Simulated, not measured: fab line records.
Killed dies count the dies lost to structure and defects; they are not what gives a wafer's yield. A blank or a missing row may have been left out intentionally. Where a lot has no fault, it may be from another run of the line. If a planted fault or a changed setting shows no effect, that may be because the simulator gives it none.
A struck lot beside a sound one + flow sky130 + 28 steps out of a route of 708
Sound: wafers L141.2, L141.4, L141.6. Struck: wafer L160.5 (L160.2, L160.3, from the same lot, were not struck and are left out); the cause is given at the end.
Per side, at each step with rows, come the tool, then ch with its chambers, and then its first start. Under that, the readings that differ: sound wafers + struck wafers + difference of the means + sigmas: that difference in standard deviations of wafers without a fault.
alike: readings whose means differ by less than 2 such deviations, and words and numbers that are the same on both sides. not compared: withheld readings, readings that some wafer has no value for, bounds like >300 that may hide the same value, and numbers for which the record gives no deviation and whose values overlap.
The two part at a step that has a row with sigmas, a row that says differs or no value, or rows on one side only. Non-overlapping numbers with no deviation appear without sigmas and do not part them. Lack of a reading on every wafer of one side parts them only where that side has two or more wafers.

SKY_VIA4_ETCH_12: etches SiO2 in C4F8/O2/Ar, stops on TiN, target depth 580 nm.
  sound on rieDiel-03 ch 2,3, day 43 17:11; struck on rieDiel-03 ch 2, day 48 13:20
  alike: oesProductAu, rfFwdPowerW
then, 4 steps without rows for these wafers: SKY_VIA4_STRIP_13 (strips in O2/N2); SKY_VIA4_STRIP_14 (strips in post etch residue remover, time 1200 s); SKY_VIA4_CLEAN_15 (cleans in IPA, time 180 s); SKY_VIA4_CLEAN_16 (cleans in O3/DIW).
SKY_VIA4_SPUTTER_17: material TiN, target thk 20 nm, time 80 s.
  sound: pvdSputter-01 at day 43 17:51; struck: pvdSputter-01 at day 48 14:03
  alike: throttleValvePct
SKY_VIA4_CVD_18: deposits W, target thk 505 nm, time 152.14 s.
  sound on cvdW-02 ch 0,1, day 43 17:55; struck on cvdW-02 ch 1, day 48 14:07
  alike: heaterPowerW
SKY_VIA4_RS_MEAS_19: uses a four-point probe to measure.
  sound: filmMetro-03 at day 43 18:05; struck: filmMetro-03 at day 48 14:17
  alike: VIA4_W_RS
SKY_VIA4_THK_MEAS_20: measures by xrf.
  sound: filmMetro-03 at day 43 18:12; struck: filmMetro-03 at day 48 14:23
  alike: VIA4_W_THK
then, 3 steps without rows for these wafers: SKY_VIA4_CMP_21 (polishes, stops on SiO2, t overpolish 25 s, target thk 0 nm); SKY_METAL5_SPUTTER_00 (material Ti, target thk 15 nm, time 10 s); SKY_METAL5_SPUTTER_01 (material TiN, target thk 20 nm, time 16.7 s).
SKY_METAL5_SPUTTER_02: material AlCu, target thk 1150 nm, time 61.2 s.
  sound: pvdSputter-04 at day 43 18:36; struck: pvdSputter-02 at day 48 14:47
| reading                                    | sound          | struck | difference | sigmas |
|--------------------------------------------|----------------|--------|------------|--------|
| model.AlCu_of_METAL5_SPUTTER_02.thkNm (nm) | 1133 1143 1148 | 2061   | +920       |        |
  alike: throttleValvePct
SKY_METAL5_SPUTTER_03: material Ti, target thk 5 nm, time 3.3 s.
  sound: pvdSputter-04 at day 43 18:39; struck: pvdSputter-02 at day 48 14:50
  alike: throttleValvePct
SKY_METAL5_SPUTTER_04: material TiN, target thk 70 nm, time 58.3 s.
  sound: pvdSputter-04 at day 43 18:40; struck: pvdSputter-02 at day 48 14:52
  alike: throttleValvePct
SKY_METAL5_RS_MEAS_05: uses a four-point probe to measure.
  sound: filmMetro-02 at day 43 18:44; struck: filmMetro-04 at day 48 14:56
| reading                 | sound                   | struck  | difference | sigmas |
|-------------------------|-------------------------|---------|------------|--------|
| METAL5_ALCU_RS (ohm/sq) | 0.02744 0.02717 0.02704 | 0.01506 | -0.01216   | -51    |
SKY_METAL5_THK_MEAS_06: measures by xrf.
  sound: filmMetro-02 at day 43 18:50; struck: filmMetro-04 at day 48 15:02
| reading              | sound          | struck | difference | sigmas |
|----------------------|----------------|--------|------------|--------|
| METAL5_ALCU_THK (nm) | 1130 1142 1147 | 2078   | +938       | +85    |
then, 8 steps without rows for these wafers: SKY_METAL5_DEHYDRATE_07 (time 60 s); SKY_METAL5_HMDS_08 (prime time 60 s); SKY_METAL5_COAT_09 (resist thk 1800 nm); SKY_METAL5_SOFTBAKE_10 (time 60 s); SKY_METAL5_EXPOSE_11 (exposes mask MM5, target cd 1600 nm); SKY_METAL5_PEB_12; SKY_METAL5_DEVELOP_13 (develop time 60 s); SKY_METAL5_DESCUM_14 (chemistry O2, time 11 s).
SKY_METAL5_METAL_ETCH_15: etches the open film in Cl2/BCl3, stops on SiO2, target depth 1260 nm, time 252 s.
  sound on rieMetal-01 ch 0,1, day 44 18:23; struck on rieMetal-04 ch 1, day 49 08:47
| reading             | sound             | struck | difference | sigmas |
|---------------------|-------------------|--------|------------|--------|
| oesProductAu (a.u.) | 0.898 0.888 0.895 | 0.998  | +0.104     | +18    |
  alike: drypumpMotorCurrentA, rfFwdPowerW, throttleValvePct
  not compared: rfHoursCounterH
then, 1 step without rows for these wafers: SKY_METAL5_STRIP_16 (strips in O2/N2).
SKY_PAD_OPEN_PROBE_99:
  sound: prober-01 at day 46 17:29; struck: prober-01 at day 50 22:36
| reading                 | sound          | struck | difference | sigmas      |
|-------------------------|----------------|--------|------------|-------------|
| defectLimitedYield (%)  | 82.3 84.6 82.1 | 0      | -83        | -42         |
| killed_at_M4_up         | 3 1 3          | 416    | +414       | +99 or more |
| killedDies              | 87 76 88       | 492    | +408       | +42         |
| killedOnRim             | 16 20 19       | 96     | +78        | +19         |
| sort_bin_5_function (%) | 11.0 8.7 10.8  | 92.5   | +82.3      | +51         |
| sortNPass               | 405 416 404    | 0      | -408       | -42         |
| sortYieldPct (%)        | 82.3 84.6 82.1 | 0      | -83        | -42         |
  alike: killed_at_M0_to_M3, killedAtContacts, killedAtFrontEnd, killedAtOther, killedOpen, killedShort, sort_bin_3_pad_short, sort_bin_6_memory

WHERE THEY PART
Last at SKY_PAD_OPEN_PROBE_99 as far as this record goes, first at SKY_METAL5_RS_MEAS_05.

WHY: whatever the simulator had introduced
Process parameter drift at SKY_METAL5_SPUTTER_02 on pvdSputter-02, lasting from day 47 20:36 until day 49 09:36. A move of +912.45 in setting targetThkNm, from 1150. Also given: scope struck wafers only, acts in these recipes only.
